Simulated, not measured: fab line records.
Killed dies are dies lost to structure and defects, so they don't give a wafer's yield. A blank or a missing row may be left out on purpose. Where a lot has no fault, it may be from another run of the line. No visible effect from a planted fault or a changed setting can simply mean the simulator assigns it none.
fab line records	flow sky130
record lots=6	wafers=18	last_day=50
route steps=708 shown LOCAL_INTERCONNECT@394 CONTACT@406 PAD_OPEN@708
lots that met no fault: from a run of the same line without faults
start_h: hours from the record's opening day to when the first of the lot's shown wafers began	wait_h: hours from the lot's prior step to this one	" identical to the entry in the row above	L1.1+2: a row that stands for several wafers	- no value present, or no start provided	* or withheld: withheld	< > ~ a bound
route shown NAME@n: NAME is a module with steps in the file, n the number in the route of the first one	usual: mean and standard deviation over wafers with no fault	same: alike in all rows	chamber/n: place in a boat	sites: each site's reading	_std_site: the values' standard deviation	_edge_site: mean of outer sites minus mean of inner sites	radius_mm: for every site, how far away it sits from the centre of the wafer	mask NAME#n: copy n	behind: the last tool/chamber to shape the wafer	hold: cause of the lot's hold/its duration in hours/its outcome	device: whichever transistor did not switch (one of n, p or np)	end of line: the route-end tests of the same wafers	a step given without rows: its recipe and nothing more	killed: count of dies lost to structure and defects at first sort (not the wafer's yield)	map: dies across one wafer; x = killed, . = not, _ = none there
set.NAME: setting as actually run; set.NAME@STEP: the setting as run at that earlier step	model.NAME: the simulator's own value behind a step, which no gauge read
lots at selected steps of the route; one table per step, one row per wafer
services: the hour from which a tool's chamber was out of use, counted from the record's first day as start_h (under 0 if before that day), plus the number of hours and why
## steps
# step SKY_LOCAL_INTERCONNECT_SOFTBAKE_07
# recipe temp_c=100	time_s=90	resist=KrF-thick
# step SKY_LOCAL_INTERCONNECT_EXPOSE_08
# recipe mask_id=LI1M	na=0.8	source_shape=annular	sigma_inner=0.55	sigma_outer=0.85	target_cd_nm=170	dose_mj=28
# step SKY_LOCAL_INTERCONNECT_PEB_09
# recipe peb_temp_c=withheld	peb_time_s=withheld	resist=KrF-thick
# step SKY_LOCAL_INTERCONNECT_DEVELOP_10
# recipe develop_time_s=60	resist=KrF-thick	dev_temp_c=21
# step SKY_LOCAL_INTERCONNECT_CD_MEAS_11
# recipe target_cd_nm=170
# usual cd_nm=170.2/1.6
lot.wafer	tool	chamber	start_h	wait_h	cd_nm
L671.3	cd_sem-02	-	720.63	-	170.7
L671.5	"	-	"	"	170.4
L671.6	"	-	"	"	170.8
L673.3	cd_sem-02	-	755.84	-	169.2
L673.4	"	-	"	"	168.9
L673.5	"	-	"	"	170.4
L683.1	cd_sem-02	-	819.37	-	169.9
L683.4	"	-	"	"	170.2
L683.5	"	-	"	"	169.9
L684.1	cd_sem-01	-	823.67	-	169.4
L684.2	"	-	"	"	168.9
L684.3	"	-	"	"	167.7
L685.2	cd_sem-02	-	834.76	-	167.8
L685.4	"	-	"	"	168.5
L685.5	"	-	"	"	168.8
L690.1	cd_sem-02	-	880.52	-	171.2
L690.3	"	-	"	"	171.2
L690.4	"	-	"	"	170.0
# step SKY_LOCAL_INTERCONNECT_OVL_MEAS_12
# usual LOCAL_INTERCONNECT_OVL=4/5.2
lot.wafer	tool	chamber	start_h	wait_h	LOCAL_INTERCONNECT_OVL[nm]
L671.3	overlay-02	-	720.72	0.1	3
L671.5	"	-	"	"	-4
L671.6	"	-	"	"	3
L673.3	overlay-01	-	755.93	0.1	-6
L673.4	"	-	"	"	8
L673.5	"	-	"	"	4
L683.1	overlay-02	-	819.49	0.1	8
L683.4	"	-	"	"	8
L683.5	"	-	"	"	8
L684.1	overlay-02	-	823.79	0.1	10
L684.2	"	-	"	"	7
L684.3	"	-	"	"	12
L685.2	overlay-02	-	834.87	0.1	-3
L685.4	"	-	"	"	-5
L685.5	"	-	"	"	0
L690.1	overlay-01	-	880.64	0.1	6
L690.3	"	-	"	"	5
L690.4	"	-	"	"	13
# step SKY_LOCAL_INTERCONNECT_ETCH_13
# recipe chemistry=N2/H2	target=BARC	ion_energy_ev=200	bias_w=100	pressure_mtorr=30	n2_flow_sccm=100	h2_flow_sccm=200	icp_w=500	stop_on=SiO2	time_s=45.9	target_depth_a=600
# step SKY_LOCAL_INTERCONNECT_METAL_ETCH_14
# recipe target_depth_nm=110	stop_on=PSG	chemistry=Cl2/BCl3	target=TiN	resist_sidewall_deg=88	pressure_mtorr=10	icp_w=900	bias_w=48.5	Cl2_flow_sccm=60	bcl3_flow_sccm=30	time_s=31.4
# usual drypump_motor_current_A=5.8/0.54	oes_product_au=0.943/0.0088	throttle_valve_pct=21.899/0.011
lot.wafer	tool	chamber	start_h	wait_h	drypump_motor_current_A	oes_product_au	rf_hours_counter_h	throttle_valve_pct
L671.3	rie_metal-04	1	720.83	0.0	6.1	0.944	-	21.910
L671.5	"	1	"	"	6.0	0.936	-	21.887
L671.6	"	0	"	"	5.0	0.946	-	21.882
L673.3	rie_metal-04	1	756.03	0.0	6.0	0.947	-	21.899
L673.4	"	0	"	"	5.0	0.950	-	21.916
L673.5	"	0	"	"	5.0	0.948	-	21.900
L683.1	rie_metal-01	0	819.59	0.0	6.4	0.943	15	21.896
L683.4	"	0	"	"	6.4	0.951	-	21.895
L683.5	"	0	"	"	6.3	0.944	-	21.878
L684.1	rie_metal-02	0	823.89	0.0	5.6	0.947	10	21.908
L684.2	"	1	"	"	5.2	0.939	9	21.900
L684.3	"	1	"	"	5.2	0.938	-	21.905
L685.2	rie_metal-02	1	834.96	0.0	5.2	0.945	10	21.897
L685.4	"	1	"	"	5.2	0.937	-	21.898
L685.5	"	1	"	"	5.2	0.940	-	21.903
L690.1	rie_metal-01	0	880.74	0.0	6.4	0.952	2	21.885
L690.3	"	1	"	"	6.5	0.947	-	21.902
L690.4	"	0	"	"	6.3	0.949	-	21.896
# step SKY_LOCAL_INTERCONNECT_STRIP_15
# recipe chemistry=O2/N2	power_w=1400	pressure_mtorr=1500	platen_temp_c=withheld	o2_flow_sccm=3000	n2_flow_sccm=300	overash_fraction=0.5
# usual drypump_motor_current_A=5.5/0.5	oes_product_au=0.427/0.0048	strip_time_to_endpoint_s=4.735/0.021
lot.wafer	tool	chamber	start_h	wait_h	drypump_motor_current_A	oes_product_au	rf_hours_counter_h	strip_time_to_endpoint_s
L671.3	plasma_asher-03	0	720.89	0.1	5.4	0.422	-	4.750
L671.5	"	1	"	"	5.3	0.426	-	4.730
L671.6	"	0	"	"	5.4	0.420	-	4.750
L673.3	plasma_asher-02	0	756.10	0.1	6.4	0.419	-	4.747
L673.4	"	1	"	"	6.0	0.434	-	4.754
L673.5	"	1	"	"	5.9	0.428	-	4.758
L683.1	plasma_asher-03	0	819.64	0.0	5.4	0.433	7	4.711
L683.4	"	0	"	"	5.4	0.430	-	4.676
L683.5	"	0	"	"	5.4	0.430	-	4.707
L684.1	plasma_asher-02	0	823.94	0.0	6.4	0.428	65	4.737
L684.2	"	1	"	"	6.0	0.430	65	4.713
L684.3	"	0	"	"	6.4	0.427	-	4.736
L685.2	plasma_asher-04	0	835.01	0.0	4.7	0.422	40	4.669
L685.4	"	1	"	"	5.8	0.426	-	4.700
L685.5	"	0	"	"	4.7	0.424	-	4.711
L690.1	plasma_asher-03	0	880.79	0.0	5.4	0.441	14	4.722
L690.3	"	1	"	"	5.3	0.422	-	4.723
L690.4	"	0	"	"	5.4	0.429	-	4.728
# step SKY_LOCAL_INTERCONNECT_STRIP_16
# recipe chemistry=post_etch_residue_remover	time_s=1200	temp_c=72.5
# step SKY_LOCAL_INTERCONNECT_CLEAN_17
# recipe chemistry=IPA	time_s=180	temp_c=25
# step SKY_LOCAL_INTERCONNECT_CLEAN_18
# recipe chemistry=O3/DIW	dry=n2_spin
# step SKY_CONTACT_CVD_00
# recipe material=Si3N4	target_thk_nm=75	temp_c=400	time_s=withheld	rf_w=450
# usual heater_power_w=689/110
lot.wafer	tool	chamber	start_h	wait_h	heater_power_w	model.Si3N4_of_CONTACT_CVD_00.thk_nm
L671.3	pecvd-03	2	721.45	0.0	802	74.27
L671.5	"	0	"	"	592	74.87
L671.6	"	2	"	"	816	74.52
L673.3	pecvd-03	0	756.66	0.0	606	74.07
L673.4	"	2	"	"	697	76.05
L673.5	"	0	"	"	621	74.81
L683.1	pecvd-03	2	820.23	0.0	762	78.45
L683.4	"	1	"	"	698	78.89
L683.5	"	0	"	"	681	79.46
L684.1	pecvd-02	2	824.61	0.0	614	73.25
L684.2	"	1	"	"	557	74.03
L684.3	"	0	"	"	829	73.38
L685.2	pecvd-03	2	835.66	0.0	682	79.52
L685.4	"	0	"	"	650	79.01
L685.5	"	2	"	"	660	80.55
L690.1	pecvd-02	2	881.51	0.0	603	73.15
L690.3	"	0	"	"	940	73.22
L690.4	"	2	"	"	611	74.34
# step SKY_CONTACT_THK_MEAS_01
# recipe reads=Si3N4_of_CONTACT_CVD_00
# usual CONTACT_CVD_00_THK=74.9/1
lot.wafer	tool	chamber	start_h	wait_h	CONTACT_CVD_00_THK[nm]
L671.3	film_metro-03	-	721.51	-	74.3
L671.5	"	-	"	"	74.9
L671.6	"	-	"	"	74.6
L673.3	film_metro-01	-	756.71	-	74.0
L673.4	"	-	"	"	76.0
L673.5	"	-	"	"	74.8
L683.1	film_metro-03	-	820.27	-	78.5
L683.4	"	-	"	"	78.9
L683.5	"	-	"	"	79.4
L684.1	film_metro-03	-	824.64	-	73.2
L684.2	"	-	"	"	74.0
L684.3	"	-	"	"	73.4
L685.2	film_metro-03	-	835.70	-	79.5
L685.4	"	-	"	"	79.0
L685.5	"	-	"	"	80.6
L690.1	film_metro-01	-	881.54	-	73.2
L690.3	"	-	"	"	73.3
L690.4	"	-	"	"	74.4
# step SKY_CONTACT_HDPCVD_02
# recipe material=SiO2	target_thk_nm=565	sigma_open_frac=0.3	time_s=94.2	temp_c=600	sih4_flow_sccm=60	pressure_mtorr=6
# step SKY_CONTACT_THK_MEAS_03
# recipe reads=SiO2_of_CONTACT_HDPCVD_02
# usual CONTACT_HDPCVD_THK=564/5.3
lot.wafer	tool	chamber	start_h	wait_h	CONTACT_HDPCVD_THK[nm]
L671.3	film_metro-01	-	721.63	0.1	560
L671.5	"	-	"	"	561
L671.6	"	-	"	"	561
L673.3	film_metro-03	-	756.84	0.1	563
L673.4	"	-	"	"	569
L673.5	"	-	"	"	563
L683.1	film_metro-04	-	820.39	0.0	565
L683.4	"	-	"	"	568
L683.5	"	-	"	"	565
L684.1	film_metro-04	-	824.77	0.0	564
L684.2	"	-	"	"	568
L684.3	"	-	"	"	559
L685.2	film_metro-01	-	835.83	0.0	554
L685.4	"	-	"	"	556
L685.5	"	-	"	"	563
L690.1	film_metro-03	-	881.67	0.0	561
L690.3	"	-	"	"	565
L690.4	"	-	"	"	559
# step SKY_CONTACT_CMP_04
# recipe material=SiO2	down_force_psi=4	platen_rpm=60	pad_velocity_m_s=0.94248
# step SKY_CONTACT_BOW_MEAS_05
# recipe mode=bow
# usual CONTACT_BOW=84/6.9
lot.wafer	tool	chamber	start_h	wait_h	CONTACT_BOW[um]
L671.3	film_metro-04	-	722.01	0.2	87
L671.5	"	-	"	"	76
L671.6	"	-	"	"	71
L673.3	film_metro-04	-	757.22	0.1	88
L673.4	"	-	"	"	93
L673.5	"	-	"	"	87
L683.1	film_metro-01	-	820.75	0.2	92
L683.4	"	-	"	"	98
L683.5	"	-	"	"	83
L684.1	film_metro-01	-	825.13	0.2	76
L684.2	"	-	"	"	85
L684.3	"	-	"	"	85
L685.2	film_metro-03	-	836.20	0.2	73
L685.4	"	-	"	"	77
L685.5	"	-	"	"	76
L690.1	film_metro-01	-	882.03	0.1	79
L690.3	"	-	"	"	83
L690.4	"	-	"	"	73
# step SKY_CONTACT_DEHYDRATE_06
# recipe temp_c=200	time_s=60
# step SKY_CONTACT_HMDS_07
# recipe prime_time_s=60	prime_temp_c=120
# step SKY_CONTACT_COAT_08
# recipe resist=BARC	temp_c=withheld	time_s=withheld	spin_rpm=3000	resist_thk_nm=60
# step SKY_CONTACT_COAT_09
# recipe resist=KrF-thick	spin_rpm=3000	resist_thk_nm=450
# step SKY_CONTACT_SOFTBAKE_10
# recipe temp_c=100	time_s=90	resist=KrF-thick
# step SKY_CONTACT_EXPOSE_11
# recipe mask_id=CTM1	na=0.8	source_shape=annular	sigma_inner=0.55	sigma_outer=0.85	target_cd_nm=170	dose_mj=38
# step SKY_CONTACT_PEB_12
# recipe peb_temp_c=withheld	peb_time_s=withheld	resist=KrF-thick
# step SKY_CONTACT_DEVELOP_13
# recipe develop_time_s=60	resist=KrF-thick	dev_temp_c=21
# step SKY_CONTACT_CD_MEAS_14
# recipe target_cd_nm=170
# usual cd_nm=170.5/1.5
lot.wafer	tool	chamber	start_h	wait_h	cd_nm
L671.3	cd_sem-02	-	748.44	-	173.6
L671.5	"	-	"	"	172.1
L671.6	"	-	"	"	174.9
L673.3	cd_sem-01	-	784.83	-	171.4
L673.4	"	-	"	"	171.4
L673.5	"	-	"	"	170.5
L683.1	cd_sem-02	-	845.60	-	171.9
L683.4	"	-	"	"	171.5
L683.5	"	-	"	"	172.3
L684.1	cd_sem-01	-	850.24	-	169.2
L684.2	"	-	"	"	171.6
L684.3	"	-	"	"	169.9
L685.2	cd_sem-02	-	859.31	-	170.3
L685.4	"	-	"	"	169.6
L685.5	"	-	"	"	168.9
L690.1	cd_sem-01	-	907.46	-	171.8
L690.3	"	-	"	"	171.9
L690.4	"	-	"	"	170.7
# step SKY_CONTACT_OVL_MEAS_15
# usual CONTACT_OVL=1/5.3
lot.wafer	tool	chamber	start_h	wait_h	CONTACT_OVL[nm]
L671.3	overlay-01	-	748.53	0.1	10
L671.5	"	-	"	"	9
L671.6	"	-	"	"	3
L673.3	overlay-01	-	784.92	0.1	-3
L673.4	"	-	"	"	-10
L673.5	"	-	"	"	1
L683.1	overlay-01	-	845.72	0.1	-2
L683.4	"	-	"	"	-5
L683.5	"	-	"	"	-2
L684.1	overlay-01	-	850.36	0.1	0
L684.2	"	-	"	"	2
L684.3	"	-	"	"	3
L685.2	overlay-01	-	859.42	0.1	4
L685.4	"	-	"	"	-3
L685.5	"	-	"	"	1
L690.1	overlay-01	-	907.58	0.1	-3
L690.3	"	-	"	"	4
L690.4	"	-	"	"	-4
# step SKY_CONTACT_ETCH_16
# recipe chemistry=N2/H2	target=BARC	ion_energy_ev=200	source_w=500	bias_w=100	pressure_mtorr=30	n2_flow_sccm=100	h2_flow_sccm=200	stop_on=SiO2	time_s=45.9	target_depth_a=600
# usual drypump_motor_current_A=5.6/0.43	oes_product_au=0.854/0.0046	throttle_valve_pct=13.224/0.01
lot.wafer	tool	chamber	start_h	wait_h	drypump_motor_current_A	oes_product_au	rf_hours_counter_h	throttle_valve_pct
L671.3	rie_diel-01	1	748.55	0.0	5.5	0.853	14	13.237
L671.5	"	2	"	"	5.6	0.862	-	13.234
L671.6	"	3	"	"	5.5	0.860	-	13.224
L673.3	rie_diel-04	2	784.95	0.0	6.2	0.860	1	13.235
L673.4	"	3	"	"	5.8	0.853	10	13.221
L673.5	"	3	"	"	5.8	0.851	-	13.224
L683.1	rie_diel-01	2	845.75	0.0	5.6	0.858	11	13.226
L683.4	"	3	"	"	5.5	0.852	19	13.223
L683.5	"	0	"	"	5.3	0.861	-	13.227
L684.1	rie_diel-02	3	850.40	0.0	5.6	0.854	22	13.220
L684.2	"	2	"	"	6.6	0.856	14	13.224
L684.3	"	0	"	"	5.5	0.857	23	13.224
L685.2	rie_diel-02	3	859.45	0.0	5.5	0.854	22	13.223
L685.4	"	0	"	"	5.5	0.857	23	13.221
L685.5	"	0	"	"	5.5	0.851	-	13.219
L690.1	rie_diel-01	3	907.62	0.0	5.5	0.856	21	13.233
L690.3	"	0	"	"	5.3	0.853	17	13.212
L690.4	"	2	"	"	5.6	0.857	13	13.229
# step SKY_CONTACT_ETCH_17
# recipe target=SiO2	chemistry=C4F8/O2/Ar	stop_on=Si3N4	mask_material=KrF-thick	source_w=1500	bias_w=1200	pressure_mtorr=40	c4f8_flow_sccm=withheld	O2_flow_sccm=6	Ar_flow_sccm=300	time_s=withheld	target_depth_a=3400
# usual oes_product_au=0.892/0.0047
lot.wafer	tool	chamber	start_h	wait_h	oes_product_au
L671.3	rie_diel-01	1	748.60	0.0	0.892
L671.5	"	2	"	"	0.887
L671.6	"	3	"	"	0.893
L673.3	rie_diel-04	2	784.99	0.0	0.894
L673.4	"	3	"	"	0.892
L673.5	"	3	"	"	0.887
L683.1	rie_diel-01	2	845.80	0.0	0.888
L683.4	"	3	"	"	0.901
L683.5	"	0	"	"	0.897
L684.1	rie_diel-02	3	850.44	0.0	0.893
L684.2	"	2	"	"	0.895
L684.3	"	0	"	"	0.895
L685.2	rie_diel-02	3	859.49	0.0	0.891
L685.4	"	0	"	"	0.882
L685.5	"	0	"	"	0.890
L690.1	rie_diel-01	3	907.66	0.0	0.885
L690.3	"	0	"	"	0.898
L690.4	"	2	"	"	0.906
# step SKY_CONTACT_ETCH_18
# recipe target=Si3N4	chemistry=CHF3/O2	stop_on=TiN	source_w=600	bias_w=200	pressure_mtorr=40	chf3_flow_sccm=50	O2_flow_sccm=5	time_s=39	target_depth_a=750
# usual drypump_motor_current_A=5.6/0.42	oes_product_au=0.854/0.008	throttle_valve_pct=8.794/0.0092
lot.wafer	tool	chamber	start_h	wait_h	drypump_motor_current_A	oes_product_au	rf_hours_counter_h	throttle_valve_pct	model.etch.depth_nm
L671.3	rie_diel-01	1	-	-	5.5	0.852	14	8.787	74.27
L671.5	"	2	"	"	5.6	0.850	-	8.788	74.87
L671.6	"	3	"	"	5.5	0.856	-	8.782	74.52
L673.3	rie_diel-04	2	-	-	6.2	0.842	1	8.799	74.07
L673.4	"	3	"	"	5.8	0.859	10	8.796	76.05
L673.5	"	3	"	"	5.8	0.844	-	8.787	74.81
L683.1	rie_diel-01	2	-	-	5.5	0.878	11	8.788	78.45
L683.4	"	3	"	"	5.5	0.879	20	8.801	78.89
L683.5	"	0	"	"	5.3	0.883	-	8.816	79.46
L684.1	rie_diel-02	3	-	-	5.5	0.839	22	8.779	73.25
L684.2	"	2	"	"	6.5	0.847	14	8.792	74.03
L684.3	"	0	"	"	5.5	0.840	23	8.788	73.38
L685.2	rie_diel-02	3	-	-	5.6	0.879	22	8.803	79.52
L685.4	"	0	"	"	5.5	0.885	23	8.800	79.01
L685.5	"	0	"	"	5.5	0.877	-	8.803	80.55
L690.1	rie_diel-01	3	-	-	5.5	0.842	22	8.791	73.15
L690.3	"	0	"	"	5.3	0.840	17	8.778	73.22
L690.4	"	2	"	"	5.6	0.846	13	8.792	74.34
# step SKY_CONTACT_STRIP_19
# recipe chemistry=O2/N2	power_w=1400	pressure_mtorr=1500	platen_temp_c=withheld	o2_flow_sccm=3000	n2_flow_sccm=300	overash_fraction=0.5
# usual drypump_motor_current_A=5.7/0.47	oes_product_au=0.381/0.0049	strip_time_to_endpoint_s=3.622/0.03
lot.wafer	tool	chamber	start_h	wait_h	drypump_motor_current_A	oes_product_au	rf_hours_counter_h	strip_time_to_endpoint_s
L671.3	plasma_asher-03	0	748.72	-	5.4	0.386	-	3.643
L671.5	"	1	"	"	5.4	0.383	-	3.620
L671.6	"	0	"	"	5.4	0.383	-	3.658
L673.3	plasma_asher-02	1	785.11	-	6.0	0.374	-	3.593
L673.4	"	0	"	"	6.4	0.380	-	3.622
L673.5	"	0	"	"	6.4	0.380	-	3.593
L683.1	plasma_asher-02	1	845.89	-	6.0	0.376	67	3.588
L683.4	"	0	"	"	6.4	0.380	-	3.662
L683.5	"	0	"	"	6.4	0.383	-	3.586
L684.1	plasma_asher-01	1	850.53	-	5.0	0.379	108	3.672
L684.2	"	0	"	"	5.7	0.383	108	3.665
L684.3	"	0	"	"	5.7	0.383	-	3.656
L685.2	plasma_asher-02	0	859.58	-	6.5	0.387	69	3.633
L685.4	"	1	"	"	6.0	0.384	-	3.631
L685.5	"	0	"	"	6.4	0.380	-	3.647
L690.1	plasma_asher-03	1	907.75	-	5.3	0.386	16	3.647
L690.3	"	0	"	"	5.4	0.390	-	3.609
L690.4	"	1	"	"	5.4	0.384	-	3.594
# step SKY_PAD_OPEN_PROBE_99
# usual killed_at_M0_to_M3=44/6.9	killed_at_M4_up=3.0/1.5	killed_at_contacts=24/5.2	killed_at_front_end=15/4.1	killed_at_other=0.4/0.62	killed_dies=87/9.6	killed_open=47/7	killed_short=40/6.2
# same gross_dies=492	killed_at_back_side=0
lot.wafer	tool	chamber	start_h	wait_h	killed_at_M0_to_M3	killed_at_M4_up	killed_at_contacts	killed_at_front_end	killed_at_other	killed_dies	killed_open	killed_short
L671.3	prober-02	-	1083.69	0.2	40	4	30	17	0	91	50	40
L671.5	prober-02	-	1083.79	0.2	34	1	28	25	0	88	46	41
L671.6	prober-02	-	1083.84	0.2	48	1	24	13	0	86	40	46
L683.1	prober-02	-	1155.47	0.1	41	7	26	19	1	94	42	52
L683.4	prober-02	-	1155.62	0.2	57	3	25	18	1	104	51	53
L683.5	prober-02	-	1155.67	0.2	44	4	25	10	0	83	37	46
# killed by level:class
L671.3 CONTACT:geometric_particle:open=10 LI_CONTACT:geometric_particle:open=9 VIA1:geometric_particle:open=9 FIELD_ISO:geometric_particle:open=6 METAL1:geometric_particle:short=6 VIA2:geometric_particle:open=6 VIA3:geometric_particle:open=5 VIA1:geometric_particle:short=5
L671.5 LI_CONTACT:geometric_particle:open=8 FIELD_ISO:geometric_particle:short=8 CONTACT:geometric_particle:open=8 VIA1:geometric_particle:open=8 FIELD_ISO:geometric_particle:open=7 VIA3:geometric_particle:open=7 LOCAL_INTERCONNECT:geometric_particle:short=6 METAL1:geometric_particle:short=4
L671.6 VIA1:geometric_particle:open=16 CONTACT:geometric_particle:open=8 METAL1:geometric_particle:short=7 LOCAL_INTERCONNECT:geometric_particle:short=7 FIELD_ISO:geometric_particle:short=5 CONTACT:geometric_particle:short=5 VIA2:geometric_particle:short=4 VIA3:geometric_particle:short=4
L683.1 CONTACT:geometric_particle:open=10 CONTACT:geometric_particle:short=9 VIA2:geometric_particle:short=7 METAL4:geometric_particle:short=7 METAL2:geometric_particle:short=6 VIA2:geometric_particle:open=6 LI_CONTACT:geometric_particle:open=5 VIA3:geometric_particle:short=5
L683.4 CONTACT:geometric_particle:open=8 VIA2:geometric_particle:open=8 VIA2:geometric_particle:short=8 LI_CONTACT:geometric_particle:open=7 VIA1:geometric_particle:open=7 FIELD_ISO:geometric_particle:short=6 METAL1:geometric_particle:short=6 CONTACT:geometric_particle:short=5
L683.5 METAL1:geometric_particle:short=12 CONTACT:geometric_particle:open=11 METAL2:geometric_particle:short=6 VIA2:geometric_particle:open=5 LI_CONTACT:geometric_particle:open=4 CONTACT:geometric_particle:short=4 VIA1:geometric_particle:short=4 VIA1:geometric_particle:open=4
## services
tool	chamber	start_h	hours	kind
rie_metal-04	0	706.46	8.0	repair
rie_diel-02	3	711.23	24.4	repair
rie_metal-01	-	711.29	11.8	repair
rie_metal-01	0	718.75	37.2	repair
plasma_asher-03	-	733.75	9.0	pm
pecvd-02	1	751.00	7.6	repair
rie_diel-02	2	751.56	2.4	repair
rie_diel-02	-	771.30	14.6	pm
rie_diel-01	-	794.66	0.3	repair
pecvd-03	-	797.32	1.5	repair
rie_diel-01	0	804.37	5.6	repair
rie_diel-04	3	820.79	5.2	repair
pecvd-03	-	825.06	0.8	repair
rie_diel-01	0	831.12	6.0	repair
rie_diel-04	3	839.37	5.7	repair
plasma_asher-03	-	855.42	2.8	pm
rie_metal-04	1	866.64	1.6	repair
rie_diel-02	-	868.98	2.8	pm
pecvd-03	0	869.41	22.8	repair
rie_diel-02	3	872.00	12.6	repair
rie_diel-02	2	883.21	9.7	repair
rie_metal-04	0	887.31	3.6	repair
plasma_asher-03	-	892.76	7.6	repair
plasma_asher-02	-	902.07	15.6	pm
## key
first_sign step=SKY_CONTACT_THK_MEAS_01	reading=CONTACT_CVD_00_THK	direction=up	sigmas=4.3	usual=74.9	struck=79.3
effect step=SKY_CONTACT_ETCH_18	reading=oes_product_au	direction=up	sigmas=3.3	usual=0.854	struck=0.880
model_effect step=SKY_CONTACT_CVD_00	value=Si3N4_of_CONTACT_CVD_00.thk_nm	without=74.99	struck=79.31
model_effect step=SKY_CONTACT_ETCH_18	value=etch.depth_nm	without=74.99	struck=79.31
met_at SKY_CONTACT_CVD_00
struck_wafers L683.1,L683.4,L683.5,L685.2,L685.4,L685.5
tester_left_out L683,L685
onset_between 756.66 820.23
fault kind=process_parameter_drift	tool=pecvd-03	chamber=-	onset_h=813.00	steps=SKY_CONTACT_CVD_00	channel=time_s	offset=withheld	shape=step	end_h=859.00	acts_in=*
# tester_left_out: of these lots the tester's yield and bins aren't shown, on N5 and GAA mostly nor the transistor test; their killed dies are dies lost to structure and defects alone, not to doping, threshold or leakage, so they don't give the yield
